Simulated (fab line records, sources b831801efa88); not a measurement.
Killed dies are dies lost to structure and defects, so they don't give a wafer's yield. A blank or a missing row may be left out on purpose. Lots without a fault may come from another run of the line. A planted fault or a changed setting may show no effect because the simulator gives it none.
Problem report in the 8D (eight disciplines) form, filled by code | flow sky130 | the parts of the form that need people (team, actions taken, sign-off) are left out

1. THE PROBLEM
run_length_s at SKY_VIA2_ETCH_14 reads a mean of 86.0 s on 6 wafers of 2 lots; wafers without a fault read 74.2 s with a standard deviation of 0.51. That is +23 standard deviations from the usual mean.
The step: etches BARC in N2/H2, stops on SiO2, time 45.9 s, target depth 60 nm.
First seen on wafer L294.3, day 39 21:44, on rie_diel-03. The record holds 30 wafers of 10 lots with a number at this step. Rule for "out", or "out of limits": more than 4 standard deviations from the usual mean. The other wafers with a number count as sound.

2. WHAT IT IS AND WHAT IT IS NOT
question                    | is                           | is not
which readings at this step | run_length_s, oes_product_au | chamber_pressure_mTorr
which lots                  | L294, L298                   | L283, L284, L286, L288, L289, L300, L303, L305
which wafers of those lots  | all that have a number       | -
read on which tools         | rie_diel-03                  | rie_diel-01, rie_diel-02
when                        | from day 39 21:44            | up to then (15 sound wafers); but 9 sound wafers of L300, L303, L305 came after

3. SUSPECTS, AND WHAT RULES EACH OUT
Counting: a tool at a process step up to the reading stays a suspect if it ran every lot that is out and no sound lot after the first of them.
- rie_diel-03 at SKY_VIA2_ETCH_14 (etches BARC in N2/H2, stops on SiO2, time 45.9 s, target depth 60 nm): kept. It ran every lot that is out, first L294 (day 39 21:44), and no sound lot after that; its last sound lot up to then is L289 (day 38 16:10). Its own readings are out on those wafers: oes_product_au, run_length_s.
Left after counting: rie_diel-03 at SKY_VIA2_ETCH_14.

4. THE CAUSE (what the simulator had put in)
Process parameter drift: rie_diel-03, from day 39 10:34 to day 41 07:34, at SKY_VIA2_ETCH_14. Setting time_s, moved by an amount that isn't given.
Counting left only this tool.

5. THE CHAIN OF EFFECTS, in route order
Each row: a reading whose mean over the struck wafers that have a number lies more than 3 standard deviations from the usual. Only readings for which the record gives a usual standard deviation are gone through. hours: the time from each lot's start at the first step in this table that gives one to its start at this step, as a median over the lots. sigmas: the change in usual standard deviations.
hours | step              | reading                  | usual      | on struck wafers | change | sigmas
0     | SKY_VIA2_ETCH_14  | oes_product_au           | 0.854 a.u. | 0.754            | -0.100 | -21
0     | SKY_VIA2_ETCH_14  | run_length_s             | 74.2 s     | 86.0             | +11.8  | +23
0     | SKY_VIA2_STRIP_16 | strip_time_to_endpoint_s | 4.042 s    | 3.926            | -0.116 | -4.6
The process steps in it:
- SKY_VIA2_ETCH_14: etches BARC in N2/H2, stops on SiO2, time 45.9 s, target depth 60 nm.
- SKY_VIA2_STRIP_16: strips in O2/N2.

6. WHAT WOULD HAVE CAUGHT IT SOONER
In this record the first reading out of limits was taken at day 39 21:44, 11 hours after the fault began at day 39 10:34.
